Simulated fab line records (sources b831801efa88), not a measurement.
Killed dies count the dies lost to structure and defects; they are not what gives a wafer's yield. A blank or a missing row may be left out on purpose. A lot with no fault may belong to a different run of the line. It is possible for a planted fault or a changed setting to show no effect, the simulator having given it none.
fab line records	flow sky130
record lots=15	wafers=45	last-day=50
route steps=708 shown GATE_OXIDE@189 RES_PROTECT@214 LDD_P@261 LDD_LDN@301
lots untouched by any fault: they come from a run of this same line in which no faults occurred
start-h: hours from the record's first day to the start of the lot's first wafer shown	wait-h: time in hours since the lot's previous step	" repeats the value in the row above	L1.1+2: one row covering several wafers at once	- no value present, or no start provided	* or withheld: withheld	< > ~ a bound
route shown NAME@n: a module of which the file shows steps, and the number in the route of the first	usual: mean/standard deviation taken from wafers without a fault	same: alike in all rows	chamber/n: place in a boat	sites: the reading at each site	_std_site: the standard deviation of these	_edge_site: outer sites' mean less inner sites'	radius-mm: how far each site lies from the wafer's centre	mask NAME#n: copy n	behind: the last tool/chamber to shape the wafer	hold: what put the lot on hold/how long, in hours/how the hold closed	device: transistor that didn't switch, given as n, p or np	end of line: tests of these same wafers at the route's end	where a step has no rows: the recipe by itself	killed: the dies lost at the first sort to structure and to defects; this is not the yield of the wafer	map: a wafer's dies, x killed, . not, _ none there
set.NAME: the run value of the setting; set.NAME@STEP: its run value at that earlier step	model.NAME: the simulator's own value behind a step, which no gauge read
the route's steps for a sample of lots (tables are steps, rows are wafers)
services: when a tool's chamber went out of use (start-h, in hours from the record's first day, below 0 if earlier), for how many hours, and the reason
## steps
# step SKY_GATE_OXIDE_THK_MEAS_02
# recipe reads=SiO2_of_GATE_OXIDE_OXIDATION_01
# usual GATE_OXIDE_OXIDATION_00_THK=10.31/0.18
lot.wafer	tool	chamber	start-h	wait-h	GATE_OXIDE_OXIDATION_00_THK[nm]
L431.2	film-metro-01	-	297.42	0.0	10.32
L431.3	"	-	"	"	10.22
L431.4	"	-	"	"	10.27
L432.1	film-metro-03	-	308.11	0.0	10.15
L432.2	"	-	"	"	10.14
L432.3	"	-	"	"	10.21
L433.1	film-metro-03	-	311.94	0.0	10.07
L433.3	"	-	"	"	9.97
L433.5	"	-	"	"	9.99
L435.1	film-metro-03	-	318.79	0.0	10.52
L435.2	"	-	"	"	10.45
L435.6	"	-	"	"	10.41
L437.3	film-metro-01	-	331.27	0.0	10.42
L437.4	"	-	"	"	10.32
L437.5	"	-	"	"	10.33
L439.1	film-metro-01	-	353.46	0.0	10.06
L439.3	"	-	"	"	10.20
L439.4	"	-	"	"	10.26
L441.1	film-metro-02	-	363.46	0.0	10.48
L441.5	"	-	"	"	10.38
L441.6	"	-	"	"	10.52
L442.1	film-metro-03	-	371.92	0.0	10.12
L442.3	"	-	"	"	10.17
L442.4	"	-	"	"	10.12
L444.3	film-metro-02	-	404.24	0.0	10.18
L444.4	"	-	"	"	10.26
L444.5	"	-	"	"	10.30
L447.2	film-metro-03	-	412.90	0.0	10.36
L447.4	"	-	"	"	10.36
L447.5	"	-	"	"	10.41
L448.1	film-metro-02	-	416.82	0.0	10.22
L448.2	"	-	"	"	10.06
L448.3	"	-	"	"	10.29
L449.1	film-metro-02	-	428.83	0.0	10.44
L449.2	"	-	"	"	10.74
L449.6	"	-	"	"	10.52
L452.1	film-metro-01	-	477.68	0.0	10.36
L452.4	"	-	"	"	10.32
L452.6	"	-	"	"	10.43
L453.2	film-metro-03	-	483.36	0.0	10.50
L453.4	"	-	"	"	10.42
L453.6	"	-	"	"	10.38
L454.2	film-metro-03	-	484.79	0.0	10.40
L454.4	"	-	"	"	10.29
L454.5	"	-	"	"	10.43
# step SKY_RES_PROTECT_STRIP_07
# recipe chemistry=O2/N2	power-w=1400	pressure-mtorr=1500	platen-temp-c=withheld	o2-flow-sccm=3000	n2-flow-sccm=300	overash-fraction=0.5
# usual drypump-motor-current-A=5.7/0.32	oes-product-au=0.517/0.0045	strip-time-to-endpoint-s=23.30/0.047
lot.wafer	tool	chamber	start-h	wait-h	drypump-motor-current-A	oes-product-au	rf-hours-counter-h	strip-time-to-endpoint-s
L431.2	plasma-asher-04	1	355.45	0.1	5.9	0.515	55	23.30
L431.3	"	0	"	"	5.6	0.515	-	23.30
L431.4	"	1	"	"	5.9	0.513	-	23.31
L432.1	plasma-asher-01	0	364.80	0.1	5.8	0.522	24	23.37
L432.2	"	1	"	"	6.4	0.518	24	23.39
L432.3	"	0	"	"	5.8	0.524	-	23.35
L433.1	plasma-asher-01	1	368.79	0.1	6.4	0.521	25	23.29
L433.3	"	1	"	"	6.4	0.517	-	23.28
L433.5	"	1	"	"	6.3	0.518	-	23.26
L435.1	plasma-asher-04	0	376.85	0.1	5.6	0.512	57	23.31
L435.2	"	1	"	"	5.9	0.521	57	23.36
L435.6	"	1	"	"	5.9	0.516	-	23.30
L437.3	plasma-asher-04	1	393.32	0.1	5.9	0.511	-	23.24
L437.4	"	0	"	"	5.6	0.517	-	23.26
L437.5	"	1	"	"	5.9	0.525	-	23.23
L439.1	plasma-asher-01	0	415.34	0.1	5.8	0.508	29	23.30
L439.3	"	1	"	"	6.3	0.521	-	23.25
L439.4	"	0	"	"	5.8	0.517	-	23.32
L441.1	plasma-asher-01	0	424.69	0.1	5.8	0.525	30	23.23
L441.5	"	1	"	"	6.3	0.509	-	23.33
L441.6	"	0	"	"	5.8	0.516	-	23.28
L442.1	plasma-asher-03	0	435.10	0.1	5.5	0.520	75	23.25
L442.3	"	0	"	"	5.5	0.519	-	23.26
L442.4	"	1	"	"	5.4	0.512	-	23.25
L444.3	plasma-asher-03	1	468.84	0.1	5.5	0.513	-	23.32
L444.4	"	0	"	"	5.5	0.514	-	23.31
L444.5	"	1	"	"	5.4	0.514	-	23.31
L447.2	plasma-asher-03	1	477.44	0.1	5.4	0.513	80	23.30
L447.4	"	0	"	"	5.5	0.512	-	23.26
L447.5	"	1	"	"	5.4	0.527	-	23.25
L448.1	plasma-asher-01	0	482.80	0.1	5.9	0.518	36	23.35
L448.2	"	1	"	"	6.3	0.516	36	23.41
L448.3	"	0	"	"	5.8	0.525	-	23.30
L449.1	plasma-asher-03	1	494.05	0.1	5.4	0.518	81	23.39
L449.2	"	0	"	"	5.5	0.513	81	23.34
L449.6	"	1	"	"	5.4	0.521	-	23.39
L452.1	plasma-asher-03	1	541.49	0.1	5.4	0.515	86	23.29
L452.4	"	1	"	"	5.4	0.513	-	23.28
L452.6	"	0	"	"	5.5	0.515	-	23.29
L453.2	plasma-asher-01	0	547.04	0.1	5.8	0.511	42	23.30
L453.4	"	0	"	"	5.8	0.518	-	23.29
L453.6	"	0	"	"	5.8	0.513	-	23.29
L454.2	plasma-asher-03	0	548.75	0.1	5.5	0.514	87	23.35
L454.4	"	0	"	"	5.5	0.517	-	23.34
L454.5	"	0	"	"	5.4	0.521	-	23.36
# step SKY_LDD_P_DEVELOP_06
# recipe resist=NOVOLAK	developer=TMAH	develop-time-s=60	dev-temp-c=23
# usual chill-plate-temp-C=23.00/0.12	develop-time-s=60/0
lot.wafer	tool	chamber	start-h	wait-h	chill-plate-temp-C	develop-time-s
L431.2	litho-track-03	0	468.28	0.1	22.98	60
L431.3	"	0	"	"	22.75	60
L431.4	"	0	"	"	23.04	60
L432.1	litho-track-03	0	468.85	0.1	23.02	60
L432.2	"	0	"	"	22.98	60
L432.3	"	0	"	"	23.13	60
L433.1	litho-track-04	0	469.39	0.1	23.08	60
L433.3	"	0	"	"	22.93	60
L433.5	"	0	"	"	23.11	60
L435.1	litho-track-02	0	477.10	0.1	23.03	60
L435.2	"	0	"	"	22.88	60
L435.6	"	0	"	"	23.01	60
L437.3	litho-track-04	0	492.59	0.1	23.03	60
L437.4	"	0	"	"	23.09	60
L437.5	"	0	"	"	23.12	60
L439.1	litho-track-02	0	515.25	0.1	22.87	60
L439.3	"	0	"	"	22.96	60
L439.4	"	0	"	"	23.03	60
L441.1	litho-track-04	0	523.24	0.1	23.15	60
L441.5	"	0	"	"	23.09	60
L441.6	"	0	"	"	22.96	60
L442.1	litho-track-03	0	531.25	0.1	22.96	60
L442.3	"	0	"	"	23.11	60
L442.4	"	0	"	"	22.94	60
L444.3	litho-track-02	0	565.30	0.1	23.03	60
L444.4	"	0	"	"	22.92	60
L444.5	"	0	"	"	22.95	60
L447.2	litho-track-04	-	571.62	0.1	-	-
L447.4	"	-	"	"	-	-
L447.5	"	-	"	"	-	-
L448.1	litho-track-04	-	578.59	0.1	-	-
L448.2	"	-	"	"	-	-
L448.3	"	-	"	"	-	-
L449.1	litho-track-02	-	589.00	0.1	-	-
L449.2	"	-	"	"	-	-
L449.6	"	-	"	"	-	-
L452.1	litho-track-04	0	634.84	0.1	23.00	60
L452.4	"	0	"	"	23.10	60
L452.6	"	0	"	"	23.12	60
L453.2	litho-track-03	0	639.43	0.1	23.05	60
L453.4	"	0	"	"	23.07	60
L453.6	"	0	"	"	23.17	60
L454.2	litho-track-03	0	641.48	0.1	23.02	60
L454.4	"	0	"	"	22.91	60
L454.5	"	0	"	"	23.16	60
# step SKY_LDD_LDN_STRIP_12
# recipe chemistry=O2/N2	power-w=1400	pressure-mtorr=1500	platen-temp-c=withheld	o2-flow-sccm=3000	n2-flow-sccm=300	overash-fraction=0.5
# usual drypump-motor-current-A=5.54/0.18	oes-product-au=0.716/0.0046	strip-time-to-endpoint-s=14.18/0.035
lot.wafer	tool	chamber	start-h	wait-h	drypump-motor-current-A	oes-product-au	rf-hours-counter-h	strip-time-to-endpoint-s
L431.2	plasma-asher-02	1	560.14	0.1	5.38	0.714	13	14.11
L431.3	"	0	"	"	5.47	0.720	-	14.18
L431.4	"	1	"	"	5.37	0.710	-	14.16
L432.1	plasma-asher-03	0	561.69	0.1	5.49	0.716	88	14.24
L432.2	"	1	"	"	5.44	0.716	88	14.22
L432.3	"	0	"	"	5.48	0.710	-	14.24
L433.1	plasma-asher-04	1	561.77	0.1	5.94	0.716	75	14.14
L433.3	"	1	"	"	5.92	0.717	-	14.16
L433.5	"	1	"	"	5.94	0.718	-	14.17
L435.1	plasma-asher-02	0	569.44	0.1	5.48	0.716	14	14.28
L435.2	"	1	"	"	5.37	0.715	14	14.26
L435.6	"	0	"	"	5.49	0.722	-	14.23
L437.3	plasma-asher-04	1	583.42	0.1	5.91	0.718	-	14.16
L437.4	"	0	"	"	5.59	0.707	-	14.18
L437.5	"	0	"	"	5.58	0.714	-	14.19
L439.1	plasma-asher-03	0	605.17	0.1	5.53	0.721	93	14.22
L439.3	"	0	"	"	5.50	0.725	-	14.17
L439.4	"	1	"	"	5.45	0.715	-	14.21
L441.1	plasma-asher-02	0	612.07	0.1	5.46	0.710	19	14.16
L441.5	"	0	"	"	5.47	0.717	-	14.15
L441.6	"	1	"	"	5.39	0.715	-	14.21
L442.1	plasma-asher-03	0	620.29	0.1	5.44	0.710	95	14.16
L442.3	"	0	"	"	5.44	0.710	-	14.21
L442.4	"	1	"	"	5.43	0.708	-	14.14
L444.3	plasma-asher-03	0	653.40	0.1	5.46	0.720	-	14.20
L444.4	"	1	"	"	5.43	0.712	-	14.23
L444.5	"	0	"	"	5.49	0.711	-	14.25
L447.2	plasma-asher-04	0	660.99	0.1	5.60	0.711	86	14.09
L447.4	"	1	"	"	5.92	0.720	-	14.19
L447.5	"	0	"	"	5.60	0.716	-	14.13
L448.1	plasma-asher-02	1	667.59	0.1	5.38	0.714	24	14.17
L448.2	"	0	"	"	5.48	0.719	24	14.15
L448.3	"	0	"	"	5.47	0.710	-	14.19
L449.1	plasma-asher-04	1	675.74	0.1	5.94	0.711	87	14.22
L449.2	"	0	"	"	5.58	0.719	87	14.22
L449.6	"	1	"	"	5.93	0.720	-	14.21
L452.1	plasma-asher-02	0	720.32	0.1	5.48	0.717	27	14.15
L452.4	"	0	"	"	5.48	0.716	-	14.15
L452.6	"	0	"	"	5.48	0.713	-	14.14
L453.2	plasma-asher-04	0	723.49	0.1	5.59	0.718	92	14.17
L453.4	"	1	"	"	5.93	0.719	-	14.19
L453.6	"	0	"	"	5.57	0.711	-	14.22
L454.2	plasma-asher-03	0	723.69	0.1	5.43	0.716	106	14.19
L454.4	"	0	"	"	5.44	0.721	-	14.14
L454.5	"	0	"	"	5.42	0.711	-	14.18
## services
tool	chamber	start-h	hours	kind
plasma-asher-02	-	343.67	8.5	repair
plasma-asher-04	-	384.51	4.2	repair
plasma-asher-02	-	421.25	9.0	pm
plasma-asher-02	0	421.25	9.0	vent-cycle
plasma-asher-02	1	421.25	9.0	vent-cycle
plasma-asher-02	0	430.25	-	clean
plasma-asher-02	1	430.25	-	clean
plasma-asher-01	-	497.05	1.3	repair
plasma-asher-01	-	535.96	2.8	pm
plasma-asher-01	-	585.82	1.7	repair
plasma-asher-01	-	596.00	14.6	pm
plasma-asher-02	-	686.95	14.6	pm
plasma-asher-04	-	708.24	2.8	pm
plasma-asher-02	-	710.38	5.9	repair
plasma-asher-01	-	714.56	1.7	repair
## key
first-sign step=SKY_LDD_P_DEVELOP_06	reading=tool-record	direction=missing
effect none on later readings
met-at SKY_LDD_P_DEVELOP_06
struck-lots L447,L448,L449
sort-left-out L447.2,L447.4,L447.5,L448.1,L448.2,L448.3,L449.1,L449.2,L449.6
tester-left-out L447,L448,L449
not-acting-at SKY_GATE_OXIDE_THK_MEAS_02,SKY_RES_PROTECT_STRIP_07,SKY_LDD_LDN_STRIP_12
onset-between 565.30 571.62
fault kind=skipped-step-whole	tool=litho-track-02,litho-track-04	chamber=-	onset-h=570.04	steps=SKY_LDD_P_DEVELOP_06	scope=struck-lots-only
# tester-left-out: of these lots the tester's yield and bins aren't shown, on N5 and GAA mostly nor the transistor test; their killed dies are dies lost to structure and defects alone, not to doping, threshold or leakage, so they don't give the yield
# sort-left-out: the simulated sort isn't trusted on such a fault, so these wafers' sort isn't shown, and their yield isn't known
